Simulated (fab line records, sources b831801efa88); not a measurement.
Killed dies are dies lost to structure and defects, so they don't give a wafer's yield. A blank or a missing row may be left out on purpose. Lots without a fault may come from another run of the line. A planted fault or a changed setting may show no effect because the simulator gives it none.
Chamber matching | flow sky130 | SKY_SPACER_ETCHBACK_02 on rie_diel-02: 4 sister chambers
The step etches Si3N4 in CH3F/O2, stops on SiO2, time 46.7 s, target depth 45 nm. 4 wafers are shown with their chamber, then 7 later ones without.

WAFERS WITH THEIR CHAMBER
wafer  | chamber | oes_product_au (a.u.)
L173.2 | 3       | 0.863
L173.6 | 0       | 0.855
L183.3 | 1       | 0.852
L183.5 | 2       | 0.849

WAFERS WITHOUT THEIR CHAMBER
wafer  | oes_product_au (a.u.)
L183.6 | 0.848
L190.1 | 0.851
L190.2 | 0.844
L190.5 | 0.844
L189.3 | 0.851
L189.4 | 0.851
L189.5 | 0.849

WHICH CHAMBER EACH WENT THROUGH
wafer  | from the rows above          | in truth
L183.6 | can't be placed: 2 or 1      | 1
L190.1 | can't be placed: 1 or 2 or 0 | 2
L190.2 | can't be placed: 2 or 1      | 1
L190.5 | can't be placed: 2 or 1      | 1
L189.3 | can't be placed: 1 or 2 or 0 | 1
L189.4 | can't be placed: 1 or 2 or 0 | 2
L189.5 | can't be placed: 2 or 1      | 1
Placed correctly: 0 of 7. Can't be placed from these rows: 7 (the true chamber is among the candidates in 7). Placed wrongly: 0.
How it was worked out, from the rows above alone: a wafer's distance from a chamber is the root of the sum, over the readings, of the square of ((its reading less the chamber's mean) divided by the reading's scatter). The wafer belongs to the nearest chamber; if the next one is less than 2 further off, it can't be placed. A chamber's mean is the mean of its shown wafers. The scatter: with one shown wafer a chamber, the root of the mean of the squares of how far each hidden wafer lies from its nearest shown one.
